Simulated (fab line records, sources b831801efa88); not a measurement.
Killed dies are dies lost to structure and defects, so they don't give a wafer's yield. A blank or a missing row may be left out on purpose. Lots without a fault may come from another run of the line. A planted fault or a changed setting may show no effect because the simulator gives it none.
Which tool did it? | flow gf180mcu | 7 lots, 21 wafers sampled, at 2 steps of a route of 602

WHAT THE GAUGES READ, wafer by wafer
GF_HV_LDD_TW_MEAS_23.
lot  | measured     | on            | HV_LDD_2_TW
L864 | day 12 00:19 | film_metro-03 | 1057 1054 1053
L868 | day 13 12:19 | film_metro-01 | 1048 1040 1043
L870 | day 13 21:05 | film_metro-03 | 1055 1043 1046
L872 | day 14 16:46 | film_metro-03 | 1051 1047 1048
L878 | day 16 11:56 | film_metro-03 | 1057 1059 1058
L880 | day 17 04:16 | film_metro-01 | 939 931 930
L883 | day 18 00:16 | film_metro-03 | 1059 1056 1057

WHICH TOOL RAN EACH LOT (tool, then ch and the chambers of the sampled wafers, then the start)
lot  | GF_HV_LDD_IMPLANT_21
L864 | implanter-02 ch 0, day 12 00:05
L868 | implanter-02 ch 0, day 13 12:04
L870 | implanter-01 ch 0, day 13 20:53
L872 | implanter-03 ch 0, day 14 16:31
L878 | implanter-03 ch 0, day 16 11:43
L880 | implanter-01 ch 0, day 17 04:01
L883 | implanter-02 ch 0, day 18 00:01
- GF_HV_LDD_IMPLANT_21

THE ANSWER, worked out from the rows above alone
Rule: what is usual is taken from the lots themselves. Put in order of their means at a reading, lots are off if they are a third of the lots or fewer, leave a main group of 4 or more, and stand apart from it by a gap of 3 or more times the standard deviation of the main group's means; of several such gaps the widest counts. A main group whose means are all the same, to the digits that the tables above print for the reading, isn't used. A lot without any number at a reading at which 4 lots or more have one is off too. The other lots that the step has rows for count as sound.
Off: L880, at GF_HV_LDD_TW_MEAS_23 (HV_LDD_2_TW). The main group: mean 1052, standard deviation 5.3.
A tool fits if, at a process step before that reading, it ran every lot that is off, and no sound lot after the first of them. The gauges at GF_HV_LDD_TW_MEAS_23 are tried like those tools. Can't be told from this: 2 tools fit, implanter-01 at GF_HV_LDD_IMPLANT_21, film_metro-01 at GF_HV_LDD_TW_MEAS_23.

WHAT THE SIMULATOR HAD PUT IN
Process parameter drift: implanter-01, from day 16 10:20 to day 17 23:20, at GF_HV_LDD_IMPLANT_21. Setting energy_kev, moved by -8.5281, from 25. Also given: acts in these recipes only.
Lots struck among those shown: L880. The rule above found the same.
